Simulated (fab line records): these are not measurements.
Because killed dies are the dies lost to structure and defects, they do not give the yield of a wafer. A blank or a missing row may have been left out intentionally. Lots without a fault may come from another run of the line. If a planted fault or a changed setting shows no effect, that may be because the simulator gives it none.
Struck lot and sound lot, side by side	flow sfqLine	42 out of 325 route steps
Sound: the wafers L151.2, L151.3, L151.5. The struck wafers were L153.3, L153.5, L153.6. The cause is named last.
For every step that has rows: the tool of each side, followed by ch and its chambers, followed by its first start. Under that, the readings that differ: sound wafers	struck wafers	difference of the means	sigmas: that difference in standard deviations of wafers without a fault.
alike: readings with means less than 2 such deviations apart, plus words and numbers identical on both sides. not compared: withheld readings, readings lacking a value on some wafer, bounds such as >300 that could conceal the same value, and numbers that have no deviation in the record and whose values overlap.
A row with sigmas, a row that says differs or no value, or rows on one side alone: a step with any of these is where the two part. Numbers that have no deviation but don't overlap get no sigmas and don't part them. A reading missing from all wafers of one side parts the sides only when that side holds two or more wafers.

SFQ_TRILAYER_I4_VIA_STRIP_STRIP_107: strips in O2.
  sound on rieMetal-04 ch 0,1, day 53 14:28; struck on rieMetal-02 ch 0,1, day 54 06:16
  alike: drypumpMotorCurrentA, oesProductAu
  not compared: rfHoursCounterH
then, 6 steps without rows for these wafers: SFQ_TRILAYER_I4_VIA_STRIP_SOLV_CLEAN_108 (cleans in NMP, time 600 s); SFQ_TRILAYER_JJ_TRILAYER_DEP_PRE_CLEAN_113 (time 22.5 s); SFQ_TRILAYER_JJ_TRILAYER_DEP_SPUTTER_109 (material Nb, target thk 150 nm, time 100 s); SFQ_TRILAYER_JJ_TRILAYER_DEP_SPUTTER_110 (material Al, target thk 8 nm, time 10 s); SFQ_TRILAYER_JJ_TRILAYER_DEP_AL_OXIDATION_111 (oxidation time 600 s); SFQ_TRILAYER_JJ_TRILAYER_DEP_SPUTTER_112 (material Nb, target thk 170 nm, time 113.3 s).
SFQ_JJ_RS_MEAS_929: a four-point-probe measurement.
  sound on filmMetro-03, day 53 16:28; struck on filmMetro-03, day 54 08:05
  alike: JJ_NB_RS
then, 3 steps without rows for these wafers: SFQ_TRILAYER_JJ_CE_LITHO_COAT_119 (resist thk 62 nm); SFQ_TRILAYER_JJ_CE_LITHO_COAT_114 (resist thk 600 nm); SFQ_TRILAYER_JJ_CE_LITHO_SOFTBAKE_118.
-- the record jumps here: 5 days lie between the struck wafers' starts before and after --
SFQ_TRILAYER_JJ_CE_LITHO_EXPOSE_115: exposes mask J5, target cd 700 nm.
  sound on krfScanner-02 ch 0, day 58 23:15; struck on krfScanner-02 ch 0, day 59 13:51
reading	sound	struck	difference	sigmas
exposureDoseMJCm2	14.434 14.424 14.409	15.738 15.756 15.789	+1.339	+84
  alike: mask, reticleTempC
then, 2 steps without rows for these wafers: SFQ_TRILAYER_JJ_CE_LITHO_PEB_117 (peb time 60 s); SFQ_TRILAYER_JJ_CE_LITHO_DEVELOP_116 (time 60 s).
SFQ_JJ_OVL_MEAS_931:
  sound on overlay-01, day 59 00:33; struck on overlay-01, day 59 14:58
  alike: J5_OVL
SFQ_TRILAYER_JJ_CE_METRO_MEASURE_117:
  sound on cdSem-01, day 59 00:47; struck on cdSem-01, day 59 15:23
reading	sound	struck	difference	sigmas
cdNm (nm)	700.3 699.7 699.8	684.6 683.2 685.8	-15.4	-12
SFQ_TRILAYER_JJ_CE_BARC_OPEN_RIE_150: chemistry O2, target BARC, target depth 240 nm, time 80 s.
  sound on rieMetal-04 ch 0,1, day 59 01:47; struck on rieMetal-01 ch 0,1, day 59 16:13
reading	sound	struck	difference	sigmas
drypumpMotorCurrentA (A)	6.5 6.6 6.6	5.4 5.6 5.4	-1.1	-2
model.JJ.cdNm (nm)	701.3 700.3 700.7	686 683.2 686.8	-15	
  alike: oesProductAu
  not compared: rfHoursCounterH
SFQ_TRILAYER_JJ_CE_ETCH_RIE_118: chemistry SF6, target Nb, stops on Al2O3, time 97.7 s, target depth 170 nm.
  sound on rieMetal-04 ch 0,1, day 59 01:52; struck on rieMetal-01 ch 0,1, day 59 16:19
reading	sound	struck	difference	sigmas
drypumpMotorCurrentA (A)	6.5 6.7 6.6	5.4 5.6 5.4	-1.1	-2
model.JJ.cdNm (nm)	700.9 701.1 701.5	687 684.5 687.4	-15	
  alike: oesProductAu
  not compared: rfHoursCounterH
then, 9 steps without rows for these wafers: SFQ_TRILAYER_JJ_ANODIZE_ANODIZE_119; SFQ_TRILAYER_JJ_CE_STRIP_STRIP_120 (strips in O2); SFQ_TRILAYER_JJ_CE_STRIP_SOLV_CLEAN_121 (cleans in NMP, time 600 s); SFQ_TRILAYER_M5_LITHO_COAT_128 (resist thk 62 nm); SFQ_TRILAYER_M5_LITHO_COAT_123 (resist thk 600 nm); SFQ_TRILAYER_M5_LITHO_SOFTBAKE_127; SFQ_TRILAYER_M5_LITHO_EXPOSE_124 (exposes mask M5, target cd 700 nm); SFQ_TRILAYER_M5_LITHO_PEB_126 (peb time 60 s); SFQ_TRILAYER_M5_LITHO_DEVELOP_125 (time 60 s).
-- the record jumps here: 6 days lie between the struck wafers' starts before and after --
SFQ_M5_OVL_MEAS_932:
  sound on overlay-01, day 64 13:47; struck on overlay-02, day 65 08:25
  alike: M5_OVL
then, 4 steps without rows for these wafers: SFQ_TRILAYER_M5_BARC_OPEN_METAL_ETCH_161 (etches BARC in O2, target depth 125 nm, time 41.7 s); SFQ_TRILAYER_M5_ETCH_METAL_ETCH_126 (etches Nb in Cl2/BCl3, stops on SiO2, time 203.2 s, target depth 265 nm); SFQ_TRILAYER_M5_STRIP_STRIP_127 (strips in O2); SFQ_TRILAYER_M5_STRIP_SOLV_CLEAN_128 (cleans in NMP, time 600 s).
SFQ_TRILAYER_A5B_DEP_PECVD_129: deposits SiO2 from SiH4/N2O, time 133.33 s, target thk 600 nm.
  sound on pecvd-04 ch 0,1, day 64 14:52; struck on pecvd-03 ch 1,2, day 65 09:29
  alike: heaterPowerW, throttleValvePct
  not compared: sinceWetCleanH
SFQ_TRILAYER_A5B_CMP_CMP_130: polishes, stops on Nb, target thk 340.7 nm.
  sound on cmp-02 ch 1,2, day 65 02:13; struck on cmp-02 ch 0,2,3, day 66 00:13
  alike: motorCurrentA
SFQ_TRILAYER_A5B_METRO_MEASURE_131:
  sound on filmMetro-02, day 65 05:25; struck on filmMetro-02, day 66 02:37
  alike: thkNm
then, 1 step without rows for these wafers: SFQ_TRILAYER_R5_DEP_SPUTTER_132 (material Ti, target thk 5 nm, time 5 s).
SFQ_TRILAYER_R5_DEP_SPUTTER_133: material MoNx, target thk 40 nm, time 66.7 s.
  sound on pvdSputter-03, day 65 06:26; struck on pvdSputter-04, day 66 03:26
  alike: chamberPressurePa, throttleValvePct
then, 1 step without rows for these wafers: SFQ_TRILAYER_R5_DEP_SPUTTER_134 (material Ti, target thk 5 nm, time 5 s).
SFQ_R5_RS_MEAS_933: a four-point-probe measurement.
  sound on filmMetro-03, day 65 06:32; struck on filmMetro-01, day 66 03:33
  alike: R5_MONX_RS
SFQ_R5_THK_MEAS_934: measures by xrf.
  sound on filmMetro-03, day 65 06:38; struck on filmMetro-01, day 66 03:39
  alike: R5_MONX_THK
then, 1 step without rows for these wafers: SFQ_TRILAYER_R5_LITHO_COAT_141 (resist thk 62 nm).
-- the record jumps here: 19 days lie between the struck wafers' starts before and after --
SFQ_M8_BOW_MEAS_951:
  sound on filmMetro-04, day 83 23:58; struck on filmMetro-02, day 84 20:32
reading	sound	struck	difference	sigmas
model.etest.jj.gTimes	1 1.001 1.002	0.961 0.954 0.9623	-0.042	
  alike: M8_BOW

## WHERE THEY PART
Earliest at SFQ_TRILAYER_JJ_CE_LITHO_EXPOSE_115; latest, in this record, at SFQ_TRILAYER_JJ_CE_ETCH_RIE_118. Later steps at which nothing parts them and some readings are alike: SFQ_M5_OVL_MEAS_932, SFQ_TRILAYER_A5B_DEP_PECVD_129, SFQ_TRILAYER_A5B_CMP_CMP_130, SFQ_TRILAYER_A5B_METRO_MEASURE_131, SFQ_TRILAYER_R5_DEP_SPUTTER_133, SFQ_R5_RS_MEAS_933, SFQ_R5_THK_MEAS_934, SFQ_M8_BOW_MEAS_951.

WHY: whatever the simulator had introduced
Process parameters drifting: krfScanner-02 at SFQ_TRILAYER_JJ_CE_LITHO_EXPOSE_115, beginning at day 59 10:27. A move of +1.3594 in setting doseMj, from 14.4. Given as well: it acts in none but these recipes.
